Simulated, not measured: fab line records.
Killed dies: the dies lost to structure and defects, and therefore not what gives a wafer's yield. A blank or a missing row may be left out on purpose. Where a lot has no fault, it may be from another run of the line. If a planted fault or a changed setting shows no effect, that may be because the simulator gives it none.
fab line records || flow sky130
record: {"lots": 10, "wafers": 30, "lastDay": 47}
route steps=708 shown VT_ADJUST_LVTN@105 VT_ADJUST_NCORE@130 SD_P@327
lots that met no fault: taken from a fault-free run of the same line
startH: hours from the record's opening day to when the first of the lot's shown wafers began || waitH: time in hours since the lot's previous step || " same as the row above || L1.1+2: one row covering several wafers at once || - no value, or no start was given || * or withheld: withheld || < > ~ a bound
route shown NAME@n: a module of which the file shows steps, and the number in the route of the first || usual: average and standard deviation across the fault-free wafers || same: alike in all rows || chamber/n: place in a boat || sites: per-site readings || _std_site: standard deviation across them || _edge_site: mean of outer sites minus mean of inner sites || radiusMm: for every site, how far away it sits from the centre of the wafer || mask NAME#n: copy n || behind: the last tool/chamber to shape the wafer || hold: why the lot went on hold/how many hours it stayed there/how the hold came to an end || device: whichever transistor did not switch (one of n, p or np) || end of line: tests run on the same wafers once the route is complete || a step without rows: its recipe alone || killed: not the wafer's yield, but the dies lost to structure and defects at the first sort || map: a wafer's dies, marking killed ones x, the rest . and places with no die _
set.NAME: the setting the step ran with; set.NAME@STEP: the setting that earlier step ran with || model.NAME: the simulator's own value behind a step, which no gauge read
route steps across a sampled set of lots; one table per step, one row per wafer
services: a tool's chamber out of use, with start hour (startH, from the record's first day; less than 0 if before it), hours out, and reason
== steps ==
step: SKY_VT_ADJUST_LVTN_IMPLANT_08
recipe: {"species": "B", "energyKev": 30, "doseCm2": 1.57e+12, "tiltDeg": "withheld"}
usual: {"beamEnergyKeV": "30.000/0.0095", "beamOnS": "9.97/0.2", "implantIonAmu": "11/0"}
{"lot.wafer": "L408.1", "tool": "implanter-01", "chamber": 0, "startH": 139.93, "waitH": 0.0, "beamEnergyKeV": 29.998, "beamOnS": 9.80, "implantIonAmu": 11}
{"lot.wafer": "L408.2", "tool": "implanter-01", "chamber": 0, "startH": 139.93, "waitH": 0.0, "beamEnergyKeV": 29.999, "beamOnS": 9.79, "implantIonAmu": 11}
{"lot.wafer": "L408.6", "tool": "implanter-01", "chamber": 0, "startH": 139.93, "waitH": 0.0, "beamEnergyKeV": 30.010, "beamOnS": 9.90, "implantIonAmu": 11}
{"lot.wafer": "L409.2", "tool": "implanter-04", "chamber": 0, "startH": 149.99, "waitH": 0.0, "beamEnergyKeV": 29.993, "beamOnS": 10.01, "implantIonAmu": 11}
{"lot.wafer": "L409.4", "tool": "implanter-04", "chamber": 0, "startH": 149.99, "waitH": 0.0, "beamEnergyKeV": 30.002, "beamOnS": 10.01, "implantIonAmu": 11}
{"lot.wafer": "L409.5", "tool": "implanter-04", "chamber": 0, "startH": 149.99, "waitH": 0.0, "beamEnergyKeV": 29.998, "beamOnS": 9.77, "implantIonAmu": 11}
{"lot.wafer": "L410.1", "tool": "implanter-01", "chamber": 0, "startH": 151.51, "waitH": 0.0, "beamEnergyKeV": 29.989, "beamOnS": 9.69, "implantIonAmu": 11}
{"lot.wafer": "L410.5", "tool": "implanter-01", "chamber": 0, "startH": 151.51, "waitH": 0.0, "beamEnergyKeV": 29.987, "beamOnS": 9.73, "implantIonAmu": 11}
{"lot.wafer": "L410.6", "tool": "implanter-01", "chamber": 0, "startH": 151.51, "waitH": 0.0, "beamEnergyKeV": 29.969, "beamOnS": 9.97, "implantIonAmu": 11}
{"lot.wafer": "L411.2", "tool": "implanter-04", "chamber": 0, "startH": 161.14, "waitH": 0.0, "beamEnergyKeV": 30.008, "beamOnS": 9.64, "implantIonAmu": 11}
{"lot.wafer": "L411.5", "tool": "implanter-04", "chamber": 0, "startH": 161.14, "waitH": 0.0, "beamEnergyKeV": 29.989, "beamOnS": 9.64, "implantIonAmu": 11}
{"lot.wafer": "L411.6", "tool": "implanter-04", "chamber": 0, "startH": 161.14, "waitH": 0.0, "beamEnergyKeV": 30.000, "beamOnS": 10.08, "implantIonAmu": 11}
{"lot.wafer": "L412.3", "tool": "implanter-02", "chamber": 0, "startH": 167.11, "waitH": 0.1, "beamEnergyKeV": 30.000, "beamOnS": 10.19, "implantIonAmu": 11}
{"lot.wafer": "L412.4", "tool": "implanter-02", "chamber": 0, "startH": 167.11, "waitH": 0.1, "beamEnergyKeV": 30.004, "beamOnS": 10.11, "implantIonAmu": 11}
{"lot.wafer": "L412.6", "tool": "implanter-02", "chamber": 0, "startH": 167.11, "waitH": 0.1, "beamEnergyKeV": 30.007, "beamOnS": 10.24, "implantIonAmu": 11}
{"lot.wafer": "L413.2", "tool": "implanter-04", "chamber": 0, "startH": 174.42, "waitH": 0.0, "beamEnergyKeV": 30.004, "beamOnS": 10.20, "implantIonAmu": 11}
{"lot.wafer": "L413.3", "tool": "implanter-04", "chamber": 0, "startH": 174.42, "waitH": 0.0, "beamEnergyKeV": 30.008, "beamOnS": 9.76, "implantIonAmu": 11}
{"lot.wafer": "L413.4", "tool": "implanter-04", "chamber": 0, "startH": 174.42, "waitH": 0.0, "beamEnergyKeV": 30.004, "beamOnS": 10.02, "implantIonAmu": 11}
{"lot.wafer": "L414.2", "tool": "implanter-02", "chamber": 0, "startH": 178.22, "waitH": 0.0, "beamEnergyKeV": 30.001, "beamOnS": 9.92, "implantIonAmu": 31}
{"lot.wafer": "L414.5", "tool": "implanter-02", "chamber": 0, "startH": 178.22, "waitH": 0.0, "beamEnergyKeV": 30.000, "beamOnS": 9.98, "implantIonAmu": 31}
{"lot.wafer": "L414.6", "tool": "implanter-02", "chamber": 0, "startH": 178.22, "waitH": 0.0, "beamEnergyKeV": 30.007, "beamOnS": 9.73, "implantIonAmu": 31}
{"lot.wafer": "L415.1", "tool": "implanter-02", "chamber": 0, "startH": 187.15, "waitH": 0.0, "beamEnergyKeV": 29.998, "beamOnS": 9.92, "implantIonAmu": 31}
{"lot.wafer": "L415.2", "tool": "implanter-02", "chamber": 0, "startH": 187.15, "waitH": 0.0, "beamEnergyKeV": 30.005, "beamOnS": 10.49, "implantIonAmu": 31}
{"lot.wafer": "L415.6", "tool": "implanter-02", "chamber": 0, "startH": 187.15, "waitH": 0.0, "beamEnergyKeV": 30.003, "beamOnS": 10.06, "implantIonAmu": 31}
{"lot.wafer": "L416.2", "tool": "implanter-04", "chamber": 0, "startH": 196.60, "waitH": 0.0, "beamEnergyKeV": 30.010, "beamOnS": 9.99, "implantIonAmu": 31}
{"lot.wafer": "L416.4", "tool": "implanter-04", "chamber": 0, "startH": 196.60, "waitH": 0.0, "beamEnergyKeV": 30.001, "beamOnS": 10.03, "implantIonAmu": 31}
{"lot.wafer": "L416.6", "tool": "implanter-04", "chamber": 0, "startH": 196.60, "waitH": 0.0, "beamEnergyKeV": 30.002, "beamOnS": 9.85, "implantIonAmu": 31}
{"lot.wafer": "L417.2", "tool": "implanter-02", "chamber": 0, "startH": 202.37, "waitH": 0.0, "beamEnergyKeV": 29.993, "beamOnS": 10.15, "implantIonAmu": 31}
{"lot.wafer": "L417.4", "tool": "implanter-02", "chamber": 0, "startH": 202.37, "waitH": 0.0, "beamEnergyKeV": 29.990, "beamOnS": 10.15, "implantIonAmu": 31}
{"lot.wafer": "L417.6", "tool": "implanter-02", "chamber": 0, "startH": 202.37, "waitH": 0.0, "beamEnergyKeV": 30.004, "beamOnS": 10.06, "implantIonAmu": 31}
step: SKY_VT_ADJUST_LVTN_TW_MEAS_10
usual: {"VT_ADJUST_LVTN_TW": "239.0/2.9"}
{"lot.wafer": "L408.1", "tool": "filmMetro-03", "chamber": "-", "startH": 140.18, "waitH": 0.1, "VT_ADJUST_LVTN_TW": 241.4}
{"lot.wafer": "L408.2", "tool": "filmMetro-03", "chamber": "-", "startH": 140.18, "waitH": 0.1, "VT_ADJUST_LVTN_TW": 242.4}
{"lot.wafer": "L408.6", "tool": "filmMetro-03", "chamber": "-", "startH": 140.18, "waitH": 0.1, "VT_ADJUST_LVTN_TW": 239.7}
{"lot.wafer": "L409.2", "tool": "filmMetro-02", "chamber": "-", "startH": 150.22, "waitH": 0.1, "VT_ADJUST_LVTN_TW": 234.0}
{"lot.wafer": "L409.4", "tool": "filmMetro-02", "chamber": "-", "startH": 150.22, "waitH": 0.1, "VT_ADJUST_LVTN_TW": 236.1}
{"lot.wafer": "L409.5", "tool": "filmMetro-02", "chamber": "-", "startH": 150.22, "waitH": 0.1, "VT_ADJUST_LVTN_TW": 236.0}
{"lot.wafer": "L410.1", "tool": "filmMetro-02", "chamber": "-", "startH": 151.76, "waitH": 0.1, "VT_ADJUST_LVTN_TW": 234.9}
{"lot.wafer": "L410.5", "tool": "filmMetro-02", "chamber": "-", "startH": 151.76, "waitH": 0.1, "VT_ADJUST_LVTN_TW": 235.3}
{"lot.wafer": "L410.6", "tool": "filmMetro-02", "chamber": "-", "startH": 151.76, "waitH": 0.1, "VT_ADJUST_LVTN_TW": 235.9}
{"lot.wafer": "L411.2", "tool": "filmMetro-02", "chamber": "-", "startH": 161.37, "waitH": 0.1, "VT_ADJUST_LVTN_TW": 234.8}
{"lot.wafer": "L411.5", "tool": "filmMetro-02", "chamber": "-", "startH": 161.37, "waitH": 0.1, "VT_ADJUST_LVTN_TW": 235.3}
{"lot.wafer": "L411.6", "tool": "filmMetro-02", "chamber": "-", "startH": 161.37, "waitH": 0.1, "VT_ADJUST_LVTN_TW": 236.1}
{"lot.wafer": "L412.3", "tool": "filmMetro-03", "chamber": "-", "startH": 167.33, "waitH": 0.1, "VT_ADJUST_LVTN_TW": 243.3}
{"lot.wafer": "L412.4", "tool": "filmMetro-03", "chamber": "-", "startH": 167.33, "waitH": 0.1, "VT_ADJUST_LVTN_TW": 244.4}
{"lot.wafer": "L412.6", "tool": "filmMetro-03", "chamber": "-", "startH": 167.33, "waitH": 0.1, "VT_ADJUST_LVTN_TW": 242.6}
{"lot.wafer": "L413.2", "tool": "filmMetro-02", "chamber": "-", "startH": 174.66, "waitH": 0.1, "VT_ADJUST_LVTN_TW": 237.5}
{"lot.wafer": "L413.3", "tool": "filmMetro-02", "chamber": "-", "startH": 174.66, "waitH": 0.1, "VT_ADJUST_LVTN_TW": 237.8}
{"lot.wafer": "L413.4", "tool": "filmMetro-02", "chamber": "-", "startH": 174.66, "waitH": 0.1, "VT_ADJUST_LVTN_TW": 237.7}
{"lot.wafer": "L414.2", "tool": "filmMetro-03", "chamber": "-", "startH": 178.46, "waitH": 0.1, "VT_ADJUST_LVTN_TW": 472.6}
{"lot.wafer": "L414.5", "tool": "filmMetro-03", "chamber": "-", "startH": 178.46, "waitH": 0.1, "VT_ADJUST_LVTN_TW": 471.3}
{"lot.wafer": "L414.6", "tool": "filmMetro-03", "chamber": "-", "startH": 178.46, "waitH": 0.1, "VT_ADJUST_LVTN_TW": 474.5}
{"lot.wafer": "L415.1", "tool": "filmMetro-02", "chamber": "-", "startH": 187.40, "waitH": 0.1, "VT_ADJUST_LVTN_TW": 462.6}
{"lot.wafer": "L415.2", "tool": "filmMetro-02", "chamber": "-", "startH": 187.40, "waitH": 0.1, "VT_ADJUST_LVTN_TW": 462.6}
{"lot.wafer": "L415.6", "tool": "filmMetro-02", "chamber": "-", "startH": 187.40, "waitH": 0.1, "VT_ADJUST_LVTN_TW": 462.3}
{"lot.wafer": "L416.2", "tool": "filmMetro-04", "chamber": "-", "startH": 196.84, "waitH": 0.1, "VT_ADJUST_LVTN_TW": 462.6}
{"lot.wafer": "L416.4", "tool": "filmMetro-04", "chamber": "-", "startH": 196.84, "waitH": 0.1, "VT_ADJUST_LVTN_TW": 460.6}
{"lot.wafer": "L416.6", "tool": "filmMetro-04", "chamber": "-", "startH": 196.84, "waitH": 0.1, "VT_ADJUST_LVTN_TW": 465.1}
{"lot.wafer": "L417.2", "tool": "filmMetro-04", "chamber": "-", "startH": 202.61, "waitH": 0.1, "VT_ADJUST_LVTN_TW": 463.9}
{"lot.wafer": "L417.4", "tool": "filmMetro-04", "chamber": "-", "startH": 202.61, "waitH": 0.1, "VT_ADJUST_LVTN_TW": 464.8}
{"lot.wafer": "L417.6", "tool": "filmMetro-04", "chamber": "-", "startH": 202.61, "waitH": 0.1, "VT_ADJUST_LVTN_TW": 460.9}
step: SKY_VT_ADJUST_NCORE_TW_MEAS_11
usual: {"VT_ADJUST_NCORE_TW": "219.0/1.8"}
{"lot.wafer": "L408.1", "tool": "filmMetro-01", "chamber": "-", "startH": 181.30, "waitH": 0.1, "VT_ADJUST_NCORE_TW": 220.1}
{"lot.wafer": "L408.2", "tool": "filmMetro-01", "chamber": "-", "startH": 181.30, "waitH": 0.1, "VT_ADJUST_NCORE_TW": 219.0}
{"lot.wafer": "L408.6", "tool": "filmMetro-01", "chamber": "-", "startH": 181.30, "waitH": 0.1, "VT_ADJUST_NCORE_TW": 219.5}
{"lot.wafer": "L409.2", "tool": "filmMetro-03", "chamber": "-", "startH": 190.10, "waitH": 0.1, "VT_ADJUST_NCORE_TW": 219.7}
{"lot.wafer": "L409.4", "tool": "filmMetro-03", "chamber": "-", "startH": 190.10, "waitH": 0.1, "VT_ADJUST_NCORE_TW": 219.7}
{"lot.wafer": "L409.5", "tool": "filmMetro-03", "chamber": "-", "startH": 190.10, "waitH": 0.1, "VT_ADJUST_NCORE_TW": 220.1}
{"lot.wafer": "L410.1", "tool": "filmMetro-01", "chamber": "-", "startH": 192.65, "waitH": 0.1, "VT_ADJUST_NCORE_TW": 218.6}
{"lot.wafer": "L410.5", "tool": "filmMetro-01", "chamber": "-", "startH": 192.65, "waitH": 0.1, "VT_ADJUST_NCORE_TW": 219.8}
{"lot.wafer": "L410.6", "tool": "filmMetro-01", "chamber": "-", "startH": 192.65, "waitH": 0.1, "VT_ADJUST_NCORE_TW": 219.1}
{"lot.wafer": "L411.2", "tool": "filmMetro-04", "chamber": "-", "startH": 203.06, "waitH": 0.1, "VT_ADJUST_NCORE_TW": 215.9}
{"lot.wafer": "L411.5", "tool": "filmMetro-04", "chamber": "-", "startH": 203.06, "waitH": 0.1, "VT_ADJUST_NCORE_TW": 217.3}
{"lot.wafer": "L411.6", "tool": "filmMetro-04", "chamber": "-", "startH": 203.06, "waitH": 0.1, "VT_ADJUST_NCORE_TW": 215.8}
{"lot.wafer": "L412.3", "tool": "filmMetro-03", "chamber": "-", "startH": 209.57, "waitH": 0.1, "VT_ADJUST_NCORE_TW": 220.4}
{"lot.wafer": "L412.4", "tool": "filmMetro-03", "chamber": "-", "startH": 209.57, "waitH": 0.1, "VT_ADJUST_NCORE_TW": 221.7}
{"lot.wafer": "L412.6", "tool": "filmMetro-03", "chamber": "-", "startH": 209.57, "waitH": 0.1, "VT_ADJUST_NCORE_TW": 220.8}
{"lot.wafer": "L413.2", "tool": "filmMetro-04", "chamber": "-", "startH": 217.11, "waitH": 0.1, "VT_ADJUST_NCORE_TW": 216.4}
{"lot.wafer": "L413.3", "tool": "filmMetro-04", "chamber": "-", "startH": 217.11, "waitH": 0.1, "VT_ADJUST_NCORE_TW": 216.9}
{"lot.wafer": "L413.4", "tool": "filmMetro-04", "chamber": "-", "startH": 217.11, "waitH": 0.1, "VT_ADJUST_NCORE_TW": 216.9}
{"lot.wafer": "L414.2", "tool": "filmMetro-04", "chamber": "-", "startH": 222.06, "waitH": 0.1, "VT_ADJUST_NCORE_TW": 216.7}
{"lot.wafer": "L414.5", "tool": "filmMetro-04", "chamber": "-", "startH": 222.06, "waitH": 0.1, "VT_ADJUST_NCORE_TW": 215.8}
{"lot.wafer": "L414.6", "tool": "filmMetro-04", "chamber": "-", "startH": 222.06, "waitH": 0.1, "VT_ADJUST_NCORE_TW": 215.4}
{"lot.wafer": "L415.1", "tool": "filmMetro-01", "chamber": "-", "startH": 231.70, "waitH": 0.1, "VT_ADJUST_NCORE_TW": 218.3}
{"lot.wafer": "L415.2", "tool": "filmMetro-01", "chamber": "-", "startH": 231.70, "waitH": 0.1, "VT_ADJUST_NCORE_TW": 216.9}
{"lot.wafer": "L415.6", "tool": "filmMetro-01", "chamber": "-", "startH": 231.70, "waitH": 0.1, "VT_ADJUST_NCORE_TW": 217.8}
{"lot.wafer": "L416.2", "tool": "filmMetro-04", "chamber": "-", "startH": 241.21, "waitH": 0.1, "VT_ADJUST_NCORE_TW": 218.2}
{"lot.wafer": "L416.4", "tool": "filmMetro-04", "chamber": "-", "startH": 241.21, "waitH": 0.1, "VT_ADJUST_NCORE_TW": 217.7}
{"lot.wafer": "L416.6", "tool": "filmMetro-04", "chamber": "-", "startH": 241.21, "waitH": 0.1, "VT_ADJUST_NCORE_TW": 218.0}
{"lot.wafer": "L417.2", "tool": "filmMetro-04", "chamber": "-", "startH": 248.21, "waitH": 0.1, "VT_ADJUST_NCORE_TW": 219.1}
{"lot.wafer": "L417.4", "tool": "filmMetro-04", "chamber": "-", "startH": 248.21, "waitH": 0.1, "VT_ADJUST_NCORE_TW": 216.9}
{"lot.wafer": "L417.6", "tool": "filmMetro-04", "chamber": "-", "startH": 248.21, "waitH": 0.1, "VT_ADJUST_NCORE_TW": 218.1}
step: SKY_SD_P_CD_MEAS_07
recipe: {"targetCdNm": 380}
usual: {"cdNm": "379.5/2.1"}
{"lot.wafer": "L408.1", "tool": "cdSem-01", "chamber": "-", "startH": 583.79, "waitH": 0.1, "cdNm": 378.5}
{"lot.wafer": "L408.2", "tool": "cdSem-01", "chamber": "-", "startH": 583.79, "waitH": 0.1, "cdNm": 379.0}
{"lot.wafer": "L408.6", "tool": "cdSem-01", "chamber": "-", "startH": 583.79, "waitH": 0.1, "cdNm": 379.0}
{"lot.wafer": "L409.2", "tool": "cdSem-02", "chamber": "-", "startH": 589.44, "waitH": 0.1, "cdNm": 377.5}
{"lot.wafer": "L409.4", "tool": "cdSem-02", "chamber": "-", "startH": 589.44, "waitH": 0.1, "cdNm": 375.0}
{"lot.wafer": "L409.5", "tool": "cdSem-02", "chamber": "-", "startH": 589.44, "waitH": 0.1, "cdNm": 380.3}
{"lot.wafer": "L410.1", "tool": "cdSem-01", "chamber": "-", "startH": 598.29, "waitH": 0.1, "cdNm": 379.3}
{"lot.wafer": "L410.5", "tool": "cdSem-01", "chamber": "-", "startH": 598.29, "waitH": 0.1, "cdNm": 377.7}
{"lot.wafer": "L410.6", "tool": "cdSem-01", "chamber": "-", "startH": 598.29, "waitH": 0.1, "cdNm": 380.1}
{"lot.wafer": "L411.2", "tool": "cdSem-01", "chamber": "-", "startH": 609.41, "waitH": 0.1, "cdNm": 380.6}
{"lot.wafer": "L411.5", "tool": "cdSem-01", "chamber": "-", "startH": 609.41, "waitH": 0.1, "cdNm": 376.0}
{"lot.wafer": "L411.6", "tool": "cdSem-01", "chamber": "-", "startH": 609.41, "waitH": 0.1, "cdNm": 380.3}
{"lot.wafer": "L412.3", "tool": "cdSem-01", "chamber": "-", "startH": 618.60, "waitH": 0.1, "cdNm": 381.8}
{"lot.wafer": "L412.4", "tool": "cdSem-01", "chamber": "-", "startH": 618.60, "waitH": 0.1, "cdNm": 381.4}
{"lot.wafer": "L412.6", "tool": "cdSem-01", "chamber": "-", "startH": 618.60, "waitH": 0.1, "cdNm": 380.5}
{"lot.wafer": "L413.2", "tool": "cdSem-02", "chamber": "-", "startH": 630.46, "waitH": 0.1, "cdNm": 376.0}
{"lot.wafer": "L413.3", "tool": "cdSem-02", "chamber": "-", "startH": 630.46, "waitH": 0.1, "cdNm": 375.6}
{"lot.wafer": "L413.4", "tool": "cdSem-02", "chamber": "-", "startH": 630.46, "waitH": 0.1, "cdNm": 374.5}
{"lot.wafer": "L414.2", "tool": "cdSem-01", "chamber": "-", "startH": 631.49, "waitH": 0.1, "cdNm": 378.1}
{"lot.wafer": "L414.5", "tool": "cdSem-01", "chamber": "-", "startH": 631.49, "waitH": 0.1, "cdNm": 380.7}
{"lot.wafer": "L414.6", "tool": "cdSem-01", "chamber": "-", "startH": 631.49, "waitH": 0.1, "cdNm": 380.3}
{"lot.wafer": "L415.1", "tool": "cdSem-02", "chamber": "-", "startH": 648.97, "waitH": 0.1, "cdNm": 376.2}
{"lot.wafer": "L415.2", "tool": "cdSem-02", "chamber": "-", "startH": 648.97, "waitH": 0.1, "cdNm": 376.8}
{"lot.wafer": "L415.6", "tool": "cdSem-02", "chamber": "-", "startH": 648.97, "waitH": 0.1, "cdNm": 376.5}
{"lot.wafer": "L416.2", "tool": "cdSem-01", "chamber": "-", "startH": 662.71, "waitH": 0.1, "cdNm": 377.3}
{"lot.wafer": "L416.4", "tool": "cdSem-01", "chamber": "-", "startH": 662.71, "waitH": 0.1, "cdNm": 376.0}
{"lot.wafer": "L416.6", "tool": "cdSem-01", "chamber": "-", "startH": 662.71, "waitH": 0.1, "cdNm": 377.0}
{"lot.wafer": "L417.2", "tool": "cdSem-01", "chamber": "-", "startH": 667.94, "waitH": 0.1, "cdNm": 379.3}
{"lot.wafer": "L417.4", "tool": "cdSem-01", "chamber": "-", "startH": 667.94, "waitH": 0.1, "cdNm": 379.6}
{"lot.wafer": "L417.6", "tool": "cdSem-01", "chamber": "-", "startH": 667.94, "waitH": 0.1, "cdNm": 382.6}
step: SKY_SD_P_OVL_MEAS_08
usual: {"SD_P_OVL": "0.5/1.5"}
{"lot.wafer": "L408.1", "tool": "overlay-02", "chamber": "-", "startH": 583.91, "waitH": 0.1, "SD_P_OVL[nm]": 0.5}
{"lot.wafer": "L408.2", "tool": "overlay-02", "chamber": "-", "startH": 583.91, "waitH": 0.1, "SD_P_OVL[nm]": 1.0}
{"lot.wafer": "L408.6", "tool": "overlay-02", "chamber": "-", "startH": 583.91, "waitH": 0.1, "SD_P_OVL[nm]": 0.7}
{"lot.wafer": "L409.2", "tool": "overlay-02", "chamber": "-", "startH": 589.55, "waitH": 0.1, "SD_P_OVL[nm]": 1.0}
{"lot.wafer": "L409.4", "tool": "overlay-02", "chamber": "-", "startH": 589.55, "waitH": 0.1, "SD_P_OVL[nm]": 0.7}
{"lot.wafer": "L409.5", "tool": "overlay-02", "chamber": "-", "startH": 589.55, "waitH": 0.1, "SD_P_OVL[nm]": 2.0}
{"lot.wafer": "L410.1", "tool": "overlay-02", "chamber": "-", "startH": 598.41, "waitH": 0.1, "SD_P_OVL[nm]": 2.7}
{"lot.wafer": "L410.5", "tool": "overlay-02", "chamber": "-", "startH": 598.41, "waitH": 0.1, "SD_P_OVL[nm]": 0.9}
{"lot.wafer": "L410.6", "tool": "overlay-02", "chamber": "-", "startH": 598.41, "waitH": 0.1, "SD_P_OVL[nm]": 0.5}
{"lot.wafer": "L411.2", "tool": "overlay-02", "chamber": "-", "startH": 609.52, "waitH": 0.1, "SD_P_OVL[nm]": -1.2}
{"lot.wafer": "L411.5", "tool": "overlay-02", "chamber": "-", "startH": 609.52, "waitH": 0.1, "SD_P_OVL[nm]": 0.3}
{"lot.wafer": "L411.6", "tool": "overlay-02", "chamber": "-", "startH": 609.52, "waitH": 0.1, "SD_P_OVL[nm]": 0.0}
{"lot.wafer": "L412.3", "tool": "overlay-01", "chamber": "-", "startH": 618.69, "waitH": 0.1, "SD_P_OVL[nm]": 2.8}
{"lot.wafer": "L412.4", "tool": "overlay-01", "chamber": "-", "startH": 618.69, "waitH": 0.1, "SD_P_OVL[nm]": 2.9}
{"lot.wafer": "L412.6", "tool": "overlay-01", "chamber": "-", "startH": 618.69, "waitH": 0.1, "SD_P_OVL[nm]": 2.4}
{"lot.wafer": "L413.2", "tool": "overlay-01", "chamber": "-", "startH": 630.57, "waitH": 0.1, "SD_P_OVL[nm]": 0.0}
{"lot.wafer": "L413.3", "tool": "overlay-01", "chamber": "-", "startH": 630.57, "waitH": 0.1, "SD_P_OVL[nm]": -1.9}
{"lot.wafer": "L413.4", "tool": "overlay-01", "chamber": "-", "startH": 630.57, "waitH": 0.1, "SD_P_OVL[nm]": -1.4}
{"lot.wafer": "L414.2", "tool": "overlay-01", "chamber": "-", "startH": 631.60, "waitH": 0.1, "SD_P_OVL[nm]": -0.1}
{"lot.wafer": "L414.5", "tool": "overlay-01", "chamber": "-", "startH": 631.60, "waitH": 0.1, "SD_P_OVL[nm]": 0.5}
{"lot.wafer": "L414.6", "tool": "overlay-01", "chamber": "-", "startH": 631.60, "waitH": 0.1, "SD_P_OVL[nm]": 0.7}
{"lot.wafer": "L415.1", "tool": "overlay-02", "chamber": "-", "startH": 649.09, "waitH": 0.1, "SD_P_OVL[nm]": 3.1}
{"lot.wafer": "L415.2", "tool": "overlay-02", "chamber": "-", "startH": 649.09, "waitH": 0.1, "SD_P_OVL[nm]": 2.1}
{"lot.wafer": "L415.6", "tool": "overlay-02", "chamber": "-", "startH": 649.09, "waitH": 0.1, "SD_P_OVL[nm]": 1.5}
{"lot.wafer": "L416.2", "tool": "overlay-02", "chamber": "-", "startH": 662.82, "waitH": 0.1, "SD_P_OVL[nm]": 0.6}
{"lot.wafer": "L416.4", "tool": "overlay-02", "chamber": "-", "startH": 662.82, "waitH": 0.1, "SD_P_OVL[nm]": 0.9}
{"lot.wafer": "L416.6", "tool": "overlay-02", "chamber": "-", "startH": 662.82, "waitH": 0.1, "SD_P_OVL[nm]": 1.3}
{"lot.wafer": "L417.2", "tool": "overlay-01", "chamber": "-", "startH": 668.05, "waitH": 0.1, "SD_P_OVL[nm]": 0.4}
{"lot.wafer": "L417.4", "tool": "overlay-01", "chamber": "-", "startH": 668.05, "waitH": 0.1, "SD_P_OVL[nm]": 0.2}
{"lot.wafer": "L417.6", "tool": "overlay-01", "chamber": "-", "startH": 668.05, "waitH": 0.1, "SD_P_OVL[nm]": 0.8}
== services ==
{"tool": "implanter-04", "chamber": "-", "startH": 134.32, "hours": 3.7, "kind": "pm"}
{"tool": "implanter-01", "chamber": "-", "startH": 147.84, "hours": 3.0, "kind": "repair"}
== key ==
firstSign: {"step": "SKY_VT_ADJUST_LVTN_IMPLANT_08", "reading": "implantIonAmu", "direction": "up", "sigmas": "99+", "usual": 11, "struck": 31}
effect: {"step": "SKY_VT_ADJUST_LVTN_TW_MEAS_10", "reading": "VT_ADJUST_LVTN_TW", "direction": "up", "sigmas": 77, "usual": 239.0, "struck": 465.3}
metAt SKY_VT_ADJUST_LVTN_IMPLANT_08
struckLots L414,L415,L416,L417
sortLeftOut L414.2,L414.5,L414.6,L415.1,L415.2,L415.6,L416.2,L416.4,L416.6,L417.2,L417.4,L417.6
testerLeftOut L414,L415,L416,L417
notActingAt SKY_VT_ADJUST_NCORE_TW_MEAS_11,SKY_SD_P_CD_MEAS_07,SKY_SD_P_OVL_MEAS_08
onsetBetween 174.42 178.22
fault: {"kind": "wrongRecipeDownload", "tool": "implanter-01,implanter-02,implanter-04", "chamber": "-", "onsetH": 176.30, "steps": "SKY_VT_ADJUST_LVTN_IMPLANT_08", "wrongRecipe.notListed": 1}
testerLeftOut: of these lots the tester's yield and bins aren't shown, on N5 and GAA mostly nor the transistor test; their killed dies are dies lost to structure and defects alone, not to doping, threshold or leakage, so they don't give the yield
sortLeftOut: the simulated sort isn't trusted on such a fault, so these wafers' sort isn't shown, and their yield isn't known
